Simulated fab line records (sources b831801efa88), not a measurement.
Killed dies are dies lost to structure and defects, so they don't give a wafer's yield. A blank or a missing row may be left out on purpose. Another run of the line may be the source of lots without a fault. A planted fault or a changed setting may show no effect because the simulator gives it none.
Which tool is to blame? / flow sky130 / 13 lots with 39 wafers sampled at 6 steps, on a route of 708 steps

WHAT EACH GAUGE READ, for each wafer
SKY_GATE_OXIDE_OVL_MEAS_10. Usual: GATE_OXIDE_OVL typically reads 0.4 nm, with standard deviation 1.6.
lot=L925; measured=day 13 16:19; on=overlay-01; GATE_OXIDE_OVL (nm)=-0.9 -1.0 -0.9; flag=
lot=L927; measured=day 14 08:26; on=overlay-02; GATE_OXIDE_OVL (nm)=1.9 0.4 1.4; flag=
lot=L928; measured=day 14 19:16; on=overlay-02; GATE_OXIDE_OVL (nm)=1.3 1.8 1.3; flag=
lot=L929; measured=day 14 23:53; on=overlay-01; GATE_OXIDE_OVL (nm)=0.2 -0.2 1.6; flag=
lot=L931; measured=day 16 03:05; on=overlay-02; GATE_OXIDE_OVL (nm)=0.2 -0.7 -1.2; flag=
lot=L932; measured=day 16 06:11; on=overlay-02; GATE_OXIDE_OVL (nm)=-0.9 0.2 0.7; flag=
lot=L935; measured=day 17 08:06; on=overlay-02; GATE_OXIDE_OVL (nm)=-2.6 -2.0 -2.0; flag=
lot=L936; measured=day 17 13:39; on=overlay-02; GATE_OXIDE_OVL (nm)=1.6 2.7 -0.5; flag=
lot=L937; measured=day 17 21:38; on=overlay-01; GATE_OXIDE_OVL (nm)=-0.7 -0.6 -1.2; flag=
lot=L938; measured=day 18 09:16; on=overlay-01; GATE_OXIDE_OVL (nm)=-1.0 -1.2 0.5; flag=
lot=L944; measured=day 21 00:09; on=overlay-01; GATE_OXIDE_OVL (nm)=0.9 2.5 -0.4; flag=
lot=L948; measured=day 21 17:01; on=overlay-02; GATE_OXIDE_OVL (nm)=2.0 3.1 2.7; flag=
lot=L947; measured=day 21 23:16; on=overlay-01; GATE_OXIDE_OVL (nm)=0.7 1.1 0.9; flag=

SKY_POLY_GATE_CD_MEAS_13: target cd 150 nm. Usual: cdNm reads 150.3 nm (standard deviation 1.4).
lot=L925; measured=day 16 03:50; on=cdSem-01; cdNm (nm)=150.4 149.5 150.8; flag=
lot=L927; measured=day 16 20:10; on=cdSem-02; cdNm (nm)=151.5 151.2 151.6; flag=
lot=L928; measured=day 17 10:52; on=cdSem-02; cdNm (nm)=148.3 148.1 149.0; flag=
lot=L929; measured=day 17 14:55; on=cdSem-02; cdNm (nm)=151.2 151.3 150.8; flag=
lot=L931; measured=day 18 18:23; on=cdSem-01; cdNm (nm)=150.8 149.4 149.8; flag=
lot=L932; measured=day 19 00:55; on=cdSem-01; cdNm (nm)=150.9 150.5 151.2; flag=
lot=L935; measured=day 20 02:19; on=cdSem-01; cdNm (nm)=153.3 152.6 151.8; flag=
lot=L936; measured=day 20 09:02; on=cdSem-02; cdNm (nm)=150.7 151.8 152.1; flag=
lot=L937; measured=day 20 16:52; on=cdSem-01; cdNm (nm)=150.5 151.5 150.1; flag=
lot=L938; measured=day 21 03:56; on=cdSem-01; cdNm (nm)=151.9 151.5 151.8; flag=
lot=L944; measured=day 23 18:47; on=cdSem-02; cdNm (nm)=149.7 149.7 149.2; flag=
lot=L948; measured=day 24 10:34; on=cdSem-01; cdNm (nm)=151.2 149.5 150.0; flag=
lot=L947; measured=day 24 17:44; on=cdSem-02; cdNm (nm)=149.4 150.3 151.5; flag=

SKY_POLY_GATE_OVL_MEAS_14. Usual: POLY_GATE_OVL typically reads 1 nm, with standard deviation 5.9.
lot=L925; measured=day 16 03:58; on=overlay-02; POLY_GATE_OVL (nm)=5 6 4; flag=
lot=L927; measured=day 16 20:16; on=overlay-01; POLY_GATE_OVL (nm)=2 -3 6; flag=
lot=L928; measured=day 17 10:58; on=overlay-01; POLY_GATE_OVL (nm)=7 3 4; flag=
lot=L929; measured=day 17 15:01; on=overlay-02; POLY_GATE_OVL (nm)=-4 -9 -2; flag=
lot=L931; measured=day 18 18:30; on=overlay-01; POLY_GATE_OVL (nm)=0 10 6; flag=
lot=L932; measured=day 19 01:01; on=overlay-02; POLY_GATE_OVL (nm)=-5 1 2; flag=
lot=L935; measured=day 20 02:26; on=overlay-02; POLY_GATE_OVL (nm)=5 7 10; flag=
lot=L936; measured=day 20 09:09; on=overlay-01; POLY_GATE_OVL (nm)=10 2 7; flag=
lot=L937; measured=day 20 16:58; on=overlay-02; POLY_GATE_OVL (nm)=4 -3 7; flag=
lot=L938; measured=day 21 04:02; on=overlay-02; POLY_GATE_OVL (nm)=-5 -1 -4; flag=
lot=L944; measured=day 23 18:54; on=overlay-01; POLY_GATE_OVL (nm)=-2 -5 -3; flag=
lot=L948; measured=day 24 10:41; on=overlay-02; POLY_GATE_OVL (nm)=0 -5 -11; flag=
lot=L947; measured=day 24 17:52; on=overlay-01; POLY_GATE_OVL (nm)=-12 -12 -15; flag=

SKY_LDD_HVP_OVL_MEAS_07. Usual: LDD_HVP_OVL typically reads -0.6 nm, with standard deviation 1.6.
lot=L925; measured=day 21 09:15; on=overlay-01; LDD_HVP_OVL (nm)=-3.7 -1.4 -2.5; flag=
lot=L927; measured=day 22 01:41; on=overlay-02; LDD_HVP_OVL (nm)=-2.7 -0.7 -0.9; flag=
lot=L928; measured=day 22 18:12; on=overlay-02; LDD_HVP_OVL (nm)=2.4 0.5 1.6; flag=
lot=L929; measured=day 22 21:42; on=overlay-01; LDD_HVP_OVL (nm)=-0.6 -1.3 -1.9; flag=
lot=L931; measured=day 24 01:18; on=overlay-02; LDD_HVP_OVL (nm)=-0.4 1.3 0.8; flag=
lot=L932; measured=day 24 05:32; on=overlay-01; LDD_HVP_OVL (nm)=-1.6 -3.4 -1.5; flag=
lot=L935; measured=day 25 07:05; on=overlay-02; LDD_HVP_OVL (nm)=0.7 -1.3 -0.9; flag=
lot=L936; measured=day 25 13:02; on=overlay-01; LDD_HVP_OVL (nm)=-1.9 -3.1 -2.6; flag=
lot=L937; measured=day 25 20:33; on=overlay-02; LDD_HVP_OVL (nm)=1.1 1.2 0.6; flag=
lot=L938; measured=day 26 08:58; on=overlay-01; LDD_HVP_OVL (nm)=- - -; flag=OFF
lot=L944; measured=day 28 18:18; on=overlay-01; LDD_HVP_OVL (nm)=-0.8 -0.3 -0.8; flag=
lot=L948; measured=day 29 12:14; on=overlay-02; LDD_HVP_OVL (nm)=-0.7 -1.2 1.6; flag=
lot=L947; measured=day 29 17:08; on=overlay-01; LDD_HVP_OVL (nm)=1.1 1.3 0.9; flag=

SKY_LDD_HVP_TW_MEAS_10. Usual: LDD_HVP_TW typically reads 455, with standard deviation 3.6.
lot=L925; measured=day 21 09:32; on=filmMetro-01; LDD_HVP_TW=450 449 451; flag=
lot=L927; measured=day 22 01:58; on=filmMetro-01; LDD_HVP_TW=450 451 450; flag=
lot=L928; measured=day 22 18:29; on=filmMetro-01; LDD_HVP_TW=449 455 451; flag=
lot=L929; measured=day 22 21:59; on=filmMetro-01; LDD_HVP_TW=451 452 450; flag=
lot=L931; measured=day 24 01:35; on=filmMetro-02; LDD_HVP_TW=458 459 457; flag=
lot=L932; measured=day 24 05:49; on=filmMetro-01; LDD_HVP_TW=449 452 453; flag=
lot=L935; measured=day 25 07:23; on=filmMetro-02; LDD_HVP_TW=461 460 462; flag=
lot=L936; measured=day 25 13:19; on=filmMetro-04; LDD_HVP_TW=457 455 458; flag=
lot=L937; measured=day 25 20:50; on=filmMetro-04; LDD_HVP_TW=455 456 454; flag=
lot=L938; measured=day 26 09:15; on=filmMetro-02; LDD_HVP_TW=30 30 30; flag=OFF
lot=L944; measured=day 28 18:35; on=filmMetro-02; LDD_HVP_TW=458 457 458; flag=
lot=L948; measured=day 29 12:32; on=filmMetro-01; LDD_HVP_TW=450 454 453; flag=
lot=L947; measured=day 29 17:26; on=filmMetro-02; LDD_HVP_TW=458 459 460; flag=

TOOL THAT RAN EACH LOT (tool first, then ch and the chambers of the sampled wafers, then the start)
lot=L925; SKY_LDD_HVP_EXPOSE_04=ilineStepper-02 ch 0, day 20 17:55
lot=L927; SKY_LDD_HVP_EXPOSE_04=ilineStepper-02 ch 0, day 21 11:07
lot=L928; SKY_LDD_HVP_EXPOSE_04=ilineStepper-01 ch 0, day 22 02:35
lot=L929; SKY_LDD_HVP_EXPOSE_04=ilineStepper-01 ch 0, day 22 07:02
lot=L931; SKY_LDD_HVP_EXPOSE_04=ilineStepper-02 ch 0, day 23 09:58
lot=L932; SKY_LDD_HVP_EXPOSE_04=ilineStepper-02 ch 0, day 23 14:46
lot=L935; SKY_LDD_HVP_EXPOSE_04=ilineStepper-01 ch 0, day 24 15:57
lot=L936; SKY_LDD_HVP_EXPOSE_04=ilineStepper-02 ch 0, day 24 22:40
lot=L937; SKY_LDD_HVP_EXPOSE_04=ilineStepper-01 ch 0, day 25 06:08
lot=L938; SKY_LDD_HVP_EXPOSE_04=ilineStepper-01 ch 0, day 25 18:35
lot=L944; SKY_LDD_HVP_EXPOSE_04=ilineStepper-01 ch 0, day 28 04:26
lot=L948; SKY_LDD_HVP_EXPOSE_04=ilineStepper-01 ch 0, day 28 22:18
lot=L947; SKY_LDD_HVP_EXPOSE_04=ilineStepper-01 ch 0, day 29 03:35
- SKY_LDD_HVP_EXPOSE_04: exposes mask HVPTM, target cd 700 nm.

AS READ BY THE TOOLS THEMSELVES (means over the sampled wafers that have a number; for cases with no such wafer, the mark the record gives instead)
The record holds no such reading with a usual standard deviation.

THE ANSWER, worked out from the rows above alone
Rule: take the mean of a lot's wafers that have a number; if it is more than 3 standard deviations from the usual mean, the lot is off. Also off: a lot with no number at a reading for which 4 or more lots have one. Where the step has rows for the other lots, those lots are counted as sound. Order of review: gauges by route order, followed by the tools' own readings, for which a lot's mean as printed above is used. The first step at which some lot is off is used, and at that step the reading that is off furthest; a lot without a number counts as furthest.
Off: at SKY_LDD_HVP_OVL_MEAS_07 (LDD_HVP_OVL), L938. Without a number there: L938.
A tool fits if, at a process step before that reading, it ran every lot that is off, and no sound lot after the first of them. Not tried: the gauges at SKY_LDD_HVP_OVL_MEAS_07; whatever is off there is also off at SKY_LDD_HVP_TW_MEAS_10, on other tools, and gauge error can't account for it. Of those tried, none fits.

WHAT WAS PUT IN BY THE SIMULATOR
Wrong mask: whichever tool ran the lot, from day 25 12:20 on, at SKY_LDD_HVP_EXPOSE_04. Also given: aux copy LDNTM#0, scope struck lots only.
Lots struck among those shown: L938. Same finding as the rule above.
